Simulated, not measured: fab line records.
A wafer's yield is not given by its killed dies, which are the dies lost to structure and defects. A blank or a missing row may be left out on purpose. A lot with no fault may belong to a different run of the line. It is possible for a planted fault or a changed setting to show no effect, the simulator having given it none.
fab line records	flow gf180mcu
[record] lots = 24	wafers = 72	last-day = 34
route steps=602 shown V4@500 MIM@510 V5@541 TOP_METAL@584
lots that met no fault: taken from a fault-free run of the same line
start-h: the number of hours between the record's first day and the start of the first shown wafer of the lot	wait-h: hours elapsed since this lot's preceding step	" repeats the value in the row above	L1.1+2: a single row standing in for several wafers	- value missing, or start not given	* or withheld: withheld	< > ~ a bound
route shown NAME@n: names a module that has steps shown in the file, with the first one's number in the route	usual: mean and standard deviation over wafers with no fault	same: alike in all rows	chamber/n: place in a boat	sites: per-site readings	_std_site: the values' standard deviation	_edge_site: outer sites' mean less inner sites'	radius-mm: how far each site lies from the wafer's centre	mask NAME#n: copy n	behind: the last tool/chamber to shape the wafer	hold: why the lot went on hold/how many hours it stayed there/how the hold came to an end	device: which transistor (n, p or np) failed to switch	end of line: at the end of the route, the tests of the same wafers	step lacking rows: just its recipe	killed: at the first sort, the dies lost to defects and structure; wafer yield is something else	map: per-die view of a wafer (x killed, . not killed, _ where there is no die)
set.NAME: setting as actually run; set.NAME@STEP: the setting as run at that earlier step	model.NAME: the simulator's own value behind a step, which no gauge read
a sample of lots followed through the steps of the route, with each step as a table and each wafer as a row
services: a tool's chamber out of use, with start hour (start-h, from the record's first day; less than 0 if before it), hours out, and reason
[[steps]]
[step GF_V4_RS_MEAS_24]
[recipe] thk-meas-gauge = four-point-probe	reads = W_of_V4_CVD_23+TiN_of_V4_SPUTTER_22+Ti_of_V4_SPUTTER_21
[usual] V4_W_RS = 0.3270/0.0026
lot.wafer	tool	chamber	start-h	wait-h	V4_W_RS[ohm/sq]
L074.1	film-metro-03	-	570.97	0.1	0.3279
L074.2	"	-	"	"	0.3315
L074.5	"	-	"	"	0.3309
L075.2	film-metro-04	-	580.01	0.1	0.3276
L075.3	"	-	"	"	0.3204
L075.4	"	-	"	"	0.3259
L076.1	film-metro-04	-	588.16	0.1	0.3256
L076.3	"	-	"	"	0.3261
L076.5	"	-	"	"	0.3268
L077.1	film-metro-03	-	588.54	0.1	0.3263
L077.2	"	-	"	"	0.3244
L077.4	"	-	"	"	0.3227
L078.3	film-metro-04	-	604.65	0.1	0.3270
L078.5	"	-	"	"	0.3266
L078.6	"	-	"	"	0.3239
L079.2	film-metro-02	-	606.95	0.1	0.3244
L079.4	"	-	"	"	0.3268
L079.6	"	-	"	"	0.3263
L080.3	film-metro-04	-	618.17	0.1	0.3263
L080.5	"	-	"	"	0.3241
L080.6	"	-	"	"	0.3271
L081.2	film-metro-02	-	626.12	0.1	0.3288
L081.3	"	-	"	"	0.3276
L081.6	"	-	"	"	0.3287
L082.1	film-metro-03	-	630.51	0.1	0.3244
L082.2	"	-	"	"	0.3291
L082.5	"	-	"	"	0.3301
L083.4	film-metro-03	-	633.57	0.1	0.3305
L083.5	"	-	"	"	0.3280
L083.6	"	-	"	"	0.3305
L084.1	film-metro-04	-	646.24	0.1	0.3319
L084.3	"	-	"	"	0.3309
L084.5	"	-	"	"	0.3235
L085.1	film-metro-04	-	651.13	0.1	0.3278
L085.3	"	-	"	"	0.3299
L085.5	"	-	"	"	0.3259
L086.1	film-metro-04	-	658.41	0.1	0.3259
L086.3	"	-	"	"	0.3257
L086.4	"	-	"	"	0.3259
L087.2	film-metro-03	-	663.98	0.1	0.3322
L087.4	"	-	"	"	0.3279
L087.6	"	-	"	"	0.3240
L088.1	film-metro-02	-	673.89	0.1	0.3280
L088.4	"	-	"	"	0.3283
L088.6	"	-	"	"	0.3280
L089.2	film-metro-04	-	683.81	0.1	0.3311
L089.3	"	-	"	"	0.3297
L089.4	"	-	"	"	0.3280
L090.1	film-metro-04	-	693.43	0.1	0.3270
L090.4	"	-	"	"	0.3272
L090.6	"	-	"	"	0.3281
L091.3	film-metro-02	-	695.47	0.1	0.3318
L091.5	"	-	"	"	0.3282
L091.6	"	-	"	"	0.3287
L092.1	film-metro-04	-	699.90	0.1	0.3211
L092.3	"	-	"	"	0.3241
L092.4	"	-	"	"	0.3228
L093.2	film-metro-03	-	709.95	0.1	0.3307
L093.3	"	-	"	"	0.3318
L093.4	"	-	"	"	0.3320
L094.1	film-metro-03	-	711.16	0.1	0.3266
L094.2	"	-	"	"	0.3260
L094.5	"	-	"	"	0.3237
L095.2	film-metro-03	-	717.28	0.1	0.3318
L095.3	"	-	"	"	0.3267
L095.6	"	-	"	"	0.3309
L096.1	film-metro-03	-	735.25	0.1	0.3208
L096.4	"	-	"	"	0.3225
L096.6	"	-	"	"	0.3247
L097.2	film-metro-03	-	736.02	0.1	0.3260
L097.5	"	-	"	"	0.3255
L097.6	"	-	"	"	0.3289
[step GF_MIM_SPUTTER_07]
[recipe] material = TiN	target-thk-nm = 60	power-w = 6500	time-s = 50	chamber-pressure-pa = 0.4
[usual] throttle-valve-pct = 30.3/0.94
lot.wafer	tool	chamber	start-h	wait-h	throttle-valve-pct
L074.1	pvd-sputter-02	-	571.77	0.1	30.9
L074.2	"	-	"	"	29.8
L074.5	"	-	"	"	29.9
L075.2	pvd-sputter-01	-	580.84	0.0	28.4
L075.3	"	-	"	"	31.6
L075.4	"	-	"	"	31.2
L076.1	pvd-sputter-03	-	588.95	0.1	31.3
L076.3	"	-	"	"	29.7
L076.5	"	-	"	"	31.6
L077.1	pvd-sputter-03	-	589.33	0.1	30.4
L077.2	"	-	"	"	29.5
L077.4	"	-	"	"	31.3
L078.3	pvd-sputter-03	-	605.40	0.0	30.9
L078.5	"	-	"	"	30.5
L078.6	"	-	"	"	29.3
L079.2	pvd-sputter-03	-	607.73	0.0	29.6
L079.4	"	-	"	"	31.6
L079.6	"	-	"	"	31.0
L080.3	pvd-sputter-02	-	618.92	0.0	29.3
L080.5	"	-	"	"	31.1
L080.6	"	-	"	"	29.6
L081.2	pvd-sputter-02	-	626.89	0.0	30.0
L081.3	"	-	"	"	30.4
L081.6	"	-	"	"	29.4
L082.1	pvd-sputter-01	-	631.31	0.1	27.6
L082.2	"	-	"	"	31.2
L082.5	"	-	"	"	29.3
L083.4	pvd-sputter-01	-	634.30	0.0	31.7
L083.5	"	-	"	"	31.5
L083.6	"	-	"	"	28.3
L084.1	pvd-sputter-01	-	647.04	0.1	28.0
L084.3	"	-	"	"	31.3
L084.5	"	-	"	"	31.4
L085.1	pvd-sputter-02	-	651.92	0.1	30.8
L085.3	"	-	"	"	29.6
L085.5	"	-	"	"	29.7
L086.1	pvd-sputter-03	-	659.20	0.1	31.0
L086.3	"	-	"	"	31.5
L086.4	"	-	"	"	30.5
L087.2	pvd-sputter-02	-	664.76	0.0	31.0
L087.4	"	-	"	"	29.9
L087.6	"	-	"	"	29.5
L088.1	pvd-sputter-03	-	675.13	0.1	31.6
L088.4	"	-	"	"	29.8
L088.6	"	-	"	"	29.9
L089.2	pvd-sputter-02	-	684.58	0.0	30.5
L089.3	"	-	"	"	30.5
L089.4	"	-	"	"	29.5
L090.1	pvd-sputter-02	-	694.22	0.1	30.9
L090.4	"	-	"	"	30.5
L090.6	"	-	"	"	30.4
L091.3	pvd-sputter-02	-	696.22	0.0	29.6
L091.5	"	-	"	"	29.5
L091.6	"	-	"	"	29.5
L092.1	pvd-sputter-01	-	700.70	0.1	29.5
L092.3	"	-	"	"	28.2
L092.4	"	-	"	"	31.7
L093.2	pvd-sputter-02	-	710.78	0.0	30.2
L093.3	"	-	"	"	29.6
L093.4	"	-	"	"	30.9
L094.1	pvd-sputter-01	-	711.98	0.1	31.4
L094.2	"	-	"	"	28.3
L094.5	"	-	"	"	31.6
L095.2	pvd-sputter-03	-	718.05	0.0	29.8
L095.3	"	-	"	"	30.4
L095.6	"	-	"	"	31.7
L096.1	pvd-sputter-03	-	736.12	0.1	30.5
L096.4	"	-	"	"	31.5
L096.6	"	-	"	"	29.7
L097.2	pvd-sputter-03	-	736.80	0.0	29.4
L097.5	"	-	"	"	30.5
L097.6	"	-	"	"	31.8
[step GF_MIM_SPUTTER_09]
[recipe] material = TiN	target-thk-nm = 35	power-w = 6500	time-s = 29.2	chamber-pressure-pa = 0.4
[usual] throttle-valve-pct = 30.3/0.9
lot.wafer	tool	chamber	start-h	wait-h	throttle-valve-pct
L074.1	pvd-sputter-02	-	571.83	0.0	30.8
L074.2	"	-	"	"	29.8
L074.5	"	-	"	"	29.6
L075.2	pvd-sputter-01	-	580.91	0.0	28.3
L075.3	"	-	"	"	31.2
L075.4	"	-	"	"	31.4
L076.1	pvd-sputter-03	-	589.02	0.0	31.6
L076.3	"	-	"	"	29.8
L076.5	"	-	"	"	31.6
L077.1	pvd-sputter-03	-	589.40	0.0	30.5
L077.2	"	-	"	"	29.4
L077.4	"	-	"	"	31.2
L078.3	pvd-sputter-03	-	605.47	0.0	30.7
L078.5	"	-	"	"	30.5
L078.6	"	-	"	"	29.8
L079.2	pvd-sputter-03	-	607.80	0.0	29.4
L079.4	"	-	"	"	31.5
L079.6	"	-	"	"	30.7
L080.3	pvd-sputter-02	-	618.99	0.0	29.4
L080.5	"	-	"	"	30.8
L080.6	"	-	"	"	29.7
L081.2	pvd-sputter-02	-	626.96	0.0	29.8
L081.3	"	-	"	"	30.6
L081.6	"	-	"	"	29.6
L082.1	pvd-sputter-01	-	631.37	0.0	28.1
L082.2	"	-	"	"	31.6
L082.5	"	-	"	"	29.5
L083.4	pvd-sputter-01	-	634.37	0.0	31.3
L083.5	"	-	"	"	31.3
L083.6	"	-	"	"	28.3
L084.1	pvd-sputter-01	-	647.11	0.0	28.1
L084.3	"	-	"	"	31.3
L084.5	"	-	"	"	31.4
L085.1	pvd-sputter-02	-	651.99	0.0	30.8
L085.3	"	-	"	"	29.4
L085.5	"	-	"	"	29.4
L086.1	pvd-sputter-03	-	659.27	0.0	30.6
L086.3	"	-	"	"	31.4
L086.4	"	-	"	"	30.5
L087.2	pvd-sputter-02	-	664.82	0.0	30.6
L087.4	"	-	"	"	29.7
L087.6	"	-	"	"	29.2
L088.1	pvd-sputter-03	-	675.19	0.0	31.5
L088.4	"	-	"	"	29.6
L088.6	"	-	"	"	29.5
L089.2	pvd-sputter-02	-	684.65	0.0	30.0
L089.3	"	-	"	"	30.5
L089.4	"	-	"	"	29.6
L090.1	pvd-sputter-02	-	694.29	0.0	30.7
L090.4	"	-	"	"	30.6
L090.6	"	-	"	"	30.2
L091.3	pvd-sputter-02	-	696.29	0.0	29.6
L091.5	"	-	"	"	29.5
L091.6	"	-	"	"	29.7
L092.1	pvd-sputter-01	-	700.77	0.0	29.5
L092.3	"	-	"	"	28.3
L092.4	"	-	"	"	31.5
L093.2	pvd-sputter-02	-	710.84	0.0	30.6
L093.3	"	-	"	"	29.6
L093.4	"	-	"	"	31.2
L094.1	pvd-sputter-01	-	712.04	0.0	31.4
L094.2	"	-	"	"	28.3
L094.5	"	-	"	"	31.2
L095.2	pvd-sputter-03	-	718.12	0.0	29.9
L095.3	"	-	"	"	30.6
L095.6	"	-	"	"	31.4
L096.1	pvd-sputter-03	-	736.18	0.0	30.6
L096.4	"	-	"	"	31.5
L096.6	"	-	"	"	29.5
L097.2	pvd-sputter-03	-	736.87	0.0	29.4
L097.5	"	-	"	"	30.4
L097.6	"	-	"	"	31.0
[step GF_V5_THK_MEAS_01]
[recipe] reads = SiO2_of_V5_CVD_00
[usual] V5_CVD_00_THK = 299/3.8
lot.wafer	tool	chamber	start-h	wait-h	V5_CVD_00_THK[nm]
L074.1	film-metro-01	-	615.59	0.0	305
L074.2	"	-	"	"	296
L074.5	"	-	"	"	302
L075.2	film-metro-03	-	624.00	0.0	295
L075.3	"	-	"	"	302
L075.4	"	-	"	"	301
L077.1	film-metro-02	-	632.06	0.0	298
L077.2	"	-	"	"	299
L077.4	"	-	"	"	299
L076.1	film-metro-02	-	632.19	0.0	302
L076.3	"	-	"	"	298
L076.5	"	-	"	"	301
L078.3	film-metro-01	-	647.23	0.0	294
L078.5	"	-	"	"	292
L078.6	"	-	"	"	297
L079.2	film-metro-01	-	649.34	0.0	306
L079.4	"	-	"	"	304
L079.6	"	-	"	"	297
L080.3	film-metro-01	-	660.60	0.0	304
L080.5	"	-	"	"	301
L080.6	"	-	"	"	299
L081.2	film-metro-01	-	673.09	0.0	298
L081.3	"	-	"	"	303
L081.6	"	-	"	"	292
L082.1	film-metro-03	-	673.35	0.0	294
L082.2	"	-	"	"	299
L082.5	"	-	"	"	299
L083.4	film-metro-01	-	674.50	0.0	295
L083.5	"	-	"	"	300
L083.6	"	-	"	"	299
L084.1	film-metro-01	-	687.47	0.0	300
L084.3	"	-	"	"	303
L084.5	"	-	"	"	305
L085.1	film-metro-01	-	690.97	0.0	302
L085.3	"	-	"	"	301
L085.5	"	-	"	"	300
L086.1	film-metro-03	-	698.38	0.0	301
L086.3	"	-	"	"	304
L086.4	"	-	"	"	302
L087.2	film-metro-02	-	703.36	0.1	296
L087.4	"	-	"	"	296
L087.6	"	-	"	"	295
L088.1	film-metro-03	-	714.64	0.0	296
L088.4	"	-	"	"	298
L088.6	"	-	"	"	295
L089.2	film-metro-02	-	722.89	0.0	297
L089.3	"	-	"	"	292
L089.4	"	-	"	"	292
L090.1	film-metro-03	-	731.91	0.0	295
L090.4	"	-	"	"	293
L090.6	"	-	"	"	297
L091.3	film-metro-02	-	733.28	0.0	299
L091.5	"	-	"	"	301
L091.6	"	-	"	"	297
L092.1	film-metro-03	-	737.40	0.0	302
L092.3	"	-	"	"	300
L092.4	"	-	"	"	296
L093.2	film-metro-01	-	747.56	0.0	301
L093.3	"	-	"	"	299
L093.4	"	-	"	"	303
L094.1	film-metro-02	-	748.86	0.0	298
L094.2	"	-	"	"	299
L094.5	"	-	"	"	298
L095.2	film-metro-02	-	754.40	0.0	302
L095.3	"	-	"	"	299
L095.6	"	-	"	"	300
L096.1	film-metro-02	-	770.16	0.0	294
L096.4	"	-	"	"	297
L096.6	"	-	"	"	294
L097.2	film-metro-03	-	771.13	0.1	305
L097.5	"	-	"	"	308
L097.6	"	-	"	"	298
[step GF_V5_CD_MEAS_14]
[recipe] target-cd-nm = 260
[usual] cd-nm = 260.1/1.3
lot.wafer	tool	chamber	start-h	wait-h	cd-nm
L074.1	cd-sem-02	-	636.33	0.1	255.8
L074.2	"	-	"	"	256.4
L074.5	"	-	"	"	256.2
L075.2	cd-sem-02	-	644.54	0.1	262.3
L075.3	"	-	"	"	261.4
L075.4	"	-	"	"	260.8
L077.1	cd-sem-01	-	652.57	0.1	259.8
L077.2	"	-	"	"	260.0
L077.4	"	-	"	"	258.3
L076.1	cd-sem-02	-	652.90	0.1	260.5
L076.3	"	-	"	"	261.9
L076.5	"	-	"	"	263.3
L078.3	cd-sem-01	-	667.66	0.1	259.5
L078.5	"	-	"	"	260.4
L078.6	"	-	"	"	261.3
L079.2	cd-sem-01	-	669.95	0.1	260.7
L079.4	"	-	"	"	258.6
L079.6	"	-	"	"	258.8
L080.3	cd-sem-02	-	680.02	0.1	261.4
L080.5	"	-	"	"	260.2
L080.6	"	-	"	"	260.9
L081.2	cd-sem-02	-	692.24	0.1	261.0
L081.3	"	-	"	"	260.9
L081.6	"	-	"	"	260.5
L082.1	cd-sem-02	-	693.05	0.1	259.1
L082.2	"	-	"	"	260.9
L082.5	"	-	"	"	260.5
L083.4	cd-sem-01	-	694.41	0.1	259.4
L083.5	"	-	"	"	260.5
L083.6	"	-	"	"	259.8
L084.1	cd-sem-02	-	706.47	0.1	259.0
L084.3	"	-	"	"	259.3
L084.5	"	-	"	"	259.4
L085.1	cd-sem-02	-	709.77	0.1	260.1
L085.3	"	-	"	"	260.1
L085.5	"	-	"	"	260.2
L086.1	cd-sem-01	-	717.80	0.2	258.9
L086.3	"	-	"	"	259.2
L086.4	"	-	"	"	258.2
L087.2	cd-sem-02	-	721.65	0.1	262.1
L087.4	"	-	"	"	261.3
L087.6	"	-	"	"	261.6
L088.1	cd-sem-02	-	733.25	0.1	261.9
L088.4	"	-	"	"	262.1
L088.6	"	-	"	"	261.5
L089.2	cd-sem-01	-	741.09	0.1	259.8
L089.3	"	-	"	"	259.1
L089.4	"	-	"	"	259.4
L090.1	cd-sem-02	-	749.48	0.1	259.7
L090.4	"	-	"	"	260.5
L090.6	"	-	"	"	261.2
L091.3	cd-sem-02	-	750.96	0.1	261.3
L091.5	"	-	"	"	260.4
L091.6	"	-	"	"	261.2
L092.1	cd-sem-02	-	754.83	0.1	258.8
L092.3	"	-	"	"	259.2
L092.4	"	-	"	"	259.1
L093.2	cd-sem-01	-	764.74	0.1	259.0
L093.3	"	-	"	"	260.3
L093.4	"	-	"	"	261.4
L094.1	cd-sem-01	-	766.00	0.1	258.5
L094.2	"	-	"	"	258.4
L094.5	"	-	"	"	258.7
L095.2	cd-sem-01	-	771.20	0.1	260.5
L095.3	"	-	"	"	260.0
L095.6	"	-	"	"	259.7
L096.1	cd-sem-01	-	786.00	0.1	261.1
L096.4	"	-	"	"	261.0
L096.6	"	-	"	"	260.2
L097.2	cd-sem-02	-	787.57	0.1	259.4
L097.5	"	-	"	"	260.2
L097.6	"	-	"	"	259.4
[step GF_TOP_METAL_STRIP_17]
[recipe] chemistry = O2/N2	power-w = 1400	pressure-mtorr = 1500	platen-temp-c = 250	o2-flow-sccm = 3000	n2-flow-sccm = 300	overash-fraction = 0.5
[usual] drypump-motor-current-A = 5.8/0.36	heater-power-w = 325/25	oes-product-au = 0.710/0.0047	strip-time-to-endpoint-s = 12.91/0.082
[same] overash-fraction = 0.5
lot.wafer	tool	chamber	start-h	wait-h	drypump-motor-current-A	heater-power-w	oes-product-au	rf-hours-counter-h	strip-time-to-endpoint-s
L074.1	plasma-asher-03	1	658.08	0.3	5.5	339	0.707	55	12.77
L074.2	"	0	"	"	5.7	330	0.714	55	12.81
L074.5	"	1	"	"	5.6	332	0.708	-	12.80
L075.2	plasma-asher-04	1	666.56	0.3	5.8	274	0.707	109	12.88
L075.3	"	0	"	"	5.2	318	0.711	-	12.92
L075.4	"	1	"	"	5.8	282	0.711	-	12.93
L077.1	plasma-asher-03	0	673.72	0.1	5.8	330	0.708	57	13.01
L077.2	"	1	"	"	5.6	350	0.711	57	12.82
L077.4	"	1	"	"	5.5	341	0.714	-	12.98
L076.1	plasma-asher-04	1	674.02	0.1	5.8	274	0.711	110	12.86
L076.3	"	1	"	"	5.8	280	0.712	-	13.02
L076.5	"	0	"	"	5.2	328	0.719	-	12.85
L078.3	plasma-asher-03	0	688.75	0.1	5.8	319	0.713	-	12.94
L078.5	"	0	"	"	5.8	330	0.706	-	12.80
L078.6	"	1	"	"	5.6	348	0.710	-	12.91
L079.2	plasma-asher-03	0	690.34	0.1	5.7	330	0.712	59	13.05
L079.4	"	0	"	"	5.7	315	0.715	-	12.86
L079.6	"	1	"	"	5.6	341	0.716	-	13.03
L080.3	plasma-asher-04	1	701.60	0.1	5.8	282	0.708	-	12.88
L080.5	"	1	"	"	5.8	274	0.716	-	12.99
L080.6	"	0	"	"	5.2	327	0.714	-	12.96
L081.2	plasma-asher-01	0	712.42	0.1	6.5	371	0.706	27	12.77
L081.3	"	0	"	"	6.5	356	0.712	-	12.87
L081.6	"	0	"	"	6.5	363	0.714	-	12.93
L082.1	plasma-asher-03	0	713.38	0.1	5.8	320	0.706	62	12.81
L082.2	"	1	"	"	5.6	346	0.716	62	12.95
L082.5	"	1	"	"	5.6	343	0.712	-	12.90
L083.4	plasma-asher-03	1	715.33	0.1	5.5	347	0.707	-	12.93
L083.5	"	0	"	"	5.8	328	0.717	-	12.86
L083.6	"	1	"	"	5.5	336	0.706	-	12.95
L084.1	plasma-asher-01	0	726.84	0.1	6.5	364	0.712	28	13.01
L084.3	"	1	"	"	5.9	315	0.712	-	12.93
L084.5	"	1	"	"	5.9	310	0.711	-	13.01
L085.1	plasma-asher-04	0	729.62	0.1	5.2	319	0.708	116	12.99
L085.3	"	1	"	"	5.8	272	0.710	-	12.94
L085.5	"	0	"	"	5.2	317	0.706	-	12.90
L086.1	plasma-asher-03	0	738.42	0.3	5.8	322	0.719	64	12.93
L086.3	"	1	"	"	5.5	340	0.709	-	12.95
L086.4	"	0	"	"	5.7	325	0.715	-	12.94
L087.2	plasma-asher-03	1	741.14	0.1	5.6	338	0.712	65	12.88
L087.4	"	1	"	"	5.6	335	0.715	-	12.80
L087.6	"	1	"	"	5.6	348	0.712	-	12.85
L088.1	plasma-asher-01	1	751.84	0.1	5.9	309	0.709	32	12.80
L088.4	"	0	"	"	6.6	363	0.703	-	12.96
L088.6	"	1	"	"	5.8	313	0.711	-	12.94
L089.2	plasma-asher-03	0	759.57	0.1	5.8	328	0.707	67	12.83
L089.3	"	0	"	"	5.8	316	0.709	-	12.95
L089.4	"	1	"	"	5.6	346	0.708	-	12.86
L090.1	plasma-asher-01	1	767.57	0.1	5.8	311	0.701	34	12.85
L090.4	"	0	"	"	6.5	354	0.709	-	12.84
L090.6	"	1	"	"	5.8	317	0.706	-	12.78
L091.3	plasma-asher-04	0	769.42	0.1	5.2	331	0.709	-	12.91
L091.5	"	1	"	"	5.8	277	0.716	-	12.89
L091.6	"	0	"	"	5.2	336	0.715	-	13.00
L092.1	plasma-asher-03	1	773.03	0.1	5.5	345	0.711	68	13.02
L092.3	"	0	"	"	5.8	328	0.702	-	12.97
L092.4	"	1	"	"	5.6	346	0.710	-	13.08
L093.2	plasma-asher-01	1	782.48	0.1	5.8	314	0.706	35	13.05
L093.3	"	1	"	"	5.8	306	0.718	-	12.90
L093.4	"	0	"	"	6.5	372	0.715	-	13.18
L094.1	plasma-asher-04	0	783.72	0.1	5.2	339	0.712	4	12.80
L094.2	"	1	"	"	5.8	281	0.715	4	12.94
L094.5	"	1	"	"	5.8	270	0.714	-	12.80
L095.2	plasma-asher-01	1	789.17	0.1	5.8	311	0.710	36	12.84
L095.3	"	1	"	"	5.8	311	0.713	-	12.81
L095.6	"	0	"	"	6.5	356	0.706	-	12.82
L096.1	plasma-asher-03	1	803.47	0.1	5.5	334	0.711	71	12.85
L096.4	"	0	"	"	5.8	328	0.707	-	12.93
L096.6	"	0	"	"	5.8	334	0.708	-	12.98
L097.2	plasma-asher-04	1	804.29	0.1	5.9	264	0.718	6	12.94
L097.5	"	0	"	"	5.2	341	0.708	-	12.86
L097.6	"	1	"	"	5.8	274	0.709	-	12.91
[[services]]
tool	chamber	start-h	hours	kind
pvd-sputter-02	-	577.15	8.9	repair
pvd-sputter-01	3	589.84	-	consumable-replace:kit
pvd-sputter-01	3	589.84	18.0	scheduled-down
pvd-sputter-01	3	589.84	18.0	vent-cycle
pvd-sputter-02	2	590.39	-	consumable-replace:kit
pvd-sputter-02	2	590.39	18.0	scheduled-down
pvd-sputter-02	2	590.39	18.0	vent-cycle
plasma-asher-03	-	640.98	6.1	repair
plasma-asher-01	-	653.50	15.6	pm
plasma-asher-01	-	678.09	14.6	pm
pvd-sputter-01	-	689.69	1.0	repair
plasma-asher-04	-	708.80	1.3	repair
pvd-sputter-02	1	712.88	-	consumable-replace:kit
pvd-sputter-02	1	712.88	18.0	scheduled-down
pvd-sputter-02	1	712.88	18.0	vent-cycle
plasma-asher-04	-	715.31	0.5	repair
plasma-asher-03	-	733.59	1.5	repair
plasma-asher-04	-	733.75	9.0	pm
pvd-sputter-02	-	736.99	4.6	repair
plasma-asher-04	-	743.78	2.5	repair
plasma-asher-01	-	783.07	4.3	pm
pvd-sputter-03	1	791.61	-	consumable-replace:kit
pvd-sputter-03	1	791.61	18.0	scheduled-down
pvd-sputter-03	1	791.61	18.0	vent-cycle
[[key]]
fault none
